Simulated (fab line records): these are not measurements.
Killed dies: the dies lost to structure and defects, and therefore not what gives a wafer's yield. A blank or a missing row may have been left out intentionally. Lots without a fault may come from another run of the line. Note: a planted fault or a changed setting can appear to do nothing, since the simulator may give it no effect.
One fault seen from 2 desks + flow sky130 + numbers are kept per desk, each desk with only its own; the story behind them comes last

FROM THE METROLOGY DESK
What the gauges read, lot by lot, whatever tool the lot ran on: means of the sampled wafers that have a number. The brackets show how far a lot's mean lies from the usual mean; more than 4 standard deviations puts the lot out of limits, marked OUT.
Columns: A = LDD_N_TW at SKY_LDD_N_TW_MEAS_17, usual 2598; B = METAL2_ALCU_RS at SKY_METAL2_RS_MEAS_05, usual 0.1264 ohm/sq
| lot  | first seen here | A    | B      |
|------|-----------------|------|--------|
| L998 | day 17 14:38    | 2594 | 0.1271 |
| L100 | day 18 17:18    | 2590 | 0.1254 |
| L102 | day 19 09:52    | 2605 | 0.1273 |
| L104 | day 20 09:16    | 2646 | 0.1263 |
| L107 | day 21 09:06    | 2553 | 0.1252 |
| L109 | day 22 00:16    | 2568 | 0.1258 |
| L112 | day 22 23:49    | 2494 | 0.1255 |
| L118 | day 25 02:30    | 2626 | 0.1277 |
| L120 | day 25 16:37    | 2591 | 0.1286 |
| L121 | day 25 21:02    | 2600 | 0.1265 |
This desk found nothing out of limits on any of the 10 lots.

THE TOOL OWNER'S DESK: implanter-03
The tool's own readings at SKY_LDD_N_IMPLANT_09, given as means over the sampled wafers that have a number, one for each lot that went through this tool. The brackets show how far a lot's mean lies from the usual mean; more than 4 standard deviations puts the lot out of limits, marked OUT.
Columns: A = doseIonsCm2 at SKY_LDD_N_IMPLANT_09, usual 7.499e+13; B = endStationPressureTorr at SKY_LDD_N_IMPLANT_09, usual 5.29e-06 Torr; C = faradayCurrentUA at SKY_LDD_N_IMPLANT_09, usual 423; D = rotationDeg at SKY_LDD_N_IMPLANT_09, usual 113.00 degrees
| lot  | first seen here | A                           | B        | C             | D      |
|------|-----------------|-----------------------------|----------|---------------|--------|
| L100 | day 18 16:10    | 7.502e+13                   | 5.17e-06 | 423           | 113.01 |
| L102 | day 19 08:43    | 7.494e+13                   | 5.22e-06 | 417           | 113.00 |
| L104 | day 20 08:08    | 7.498e+13                   | 5.12e-06 | 424           | 112.99 |
| L107 | day 21 07:57    | 2.628e+13 (-99 or more) OUT | 5.14e-06 | 149 (-31) OUT | 112.98 |
| L112 | day 22 22:40    | 2.638e+13 (-99 or more) OUT | 4.80e-06 | 149 (-31) OUT | 112.97 |
| L120 | day 25 15:28    | 7.491e+13                   | 5.33e-06 | 416           | 113.01 |
| L121 | day 25 19:53    | 7.509e+13                   | 5.39e-06 | 418           | 113.01 |
Finding of this desk: L107, L112 out of limits; the first was L107 at day 21 07:57, on doseIonsCm2 at SKY_LDD_N_IMPLANT_09. L100, L102, L104, L120, L121: within limits.

TAKEN TOGETHER
On L107, L112, at day 21 07:57, an alarm was possible from the tool owner's desk.
From the metrology desk's view, nothing was out of limits.
The metrology desk has L107, L112 on record, within its limits.
On implanter-03, each named lot ran SKY_LDD_N_IMPLANT_09.

WHAT THE SIMULATOR PUT IN
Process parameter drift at SKY_LDD_N_IMPLANT_09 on implanter-03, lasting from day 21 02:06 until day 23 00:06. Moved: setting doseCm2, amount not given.
Lots struck among those shown: L107, L112.
Each desk's first reading out of limits, in hours after the fault started: the tool owner's desk, 6.
